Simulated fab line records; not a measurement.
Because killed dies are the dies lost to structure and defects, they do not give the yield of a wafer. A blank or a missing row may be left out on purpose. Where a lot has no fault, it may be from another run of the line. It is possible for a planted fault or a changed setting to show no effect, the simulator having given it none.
Chamber matching    flow gf180mcu    4 sister chambers for GF_CONTACT_CMP_04 on cmp-01
The step polishes SiO2. 4 wafers are shown with their chamber, then 8 later ones without.

## WAFERS, EACH WITH ITS CHAMBER
wafer   chamber  motor_current_A (A)
L630.4  0        12.4
L631.1  3        10.3
L631.3  2        11.0
L641.4  1        11.6

## WAFERS WITHOUT THEIR CHAMBER
wafer   motor_current_A (A)
L641.5  11.6
L641.6  10.2
L645.1  11.0
L645.4  11.7
L645.5  10.6
L646.1  10.9
L646.2  11.9
L646.4  9.9

## EACH ONE'S CHAMBER
wafer    from the rows above       in truth
L641.5   1                         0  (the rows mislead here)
L641.6   3                         3
L645.1   2                         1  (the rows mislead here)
L645.4   1                         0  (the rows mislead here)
L645.5   can't be placed: 3 or 2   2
L646.1   2                         2
L646.2   can't be placed: 1 or 0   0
L646.4   3                         3
3 of 8 placed correctly. From these rows, 2 cannot be placed; in 2 the true chamber is one of the candidates. Wrongly placed: 3.
How it was worked out, from the rows above alone: a wafer's distance from a chamber is the root of the sum, over the readings, of the square of ((its reading less the chamber's mean) divided by the reading's scatter). If the next closest chamber is less than 2 further off than the closest, the wafer can't be placed; otherwise it belongs to the closest. Each chamber's mean is taken over the wafers shown for it. The scatter (one wafer shown for each chamber): square how far every hidden wafer sits from the nearest shown wafer, average those squares and take the square root.
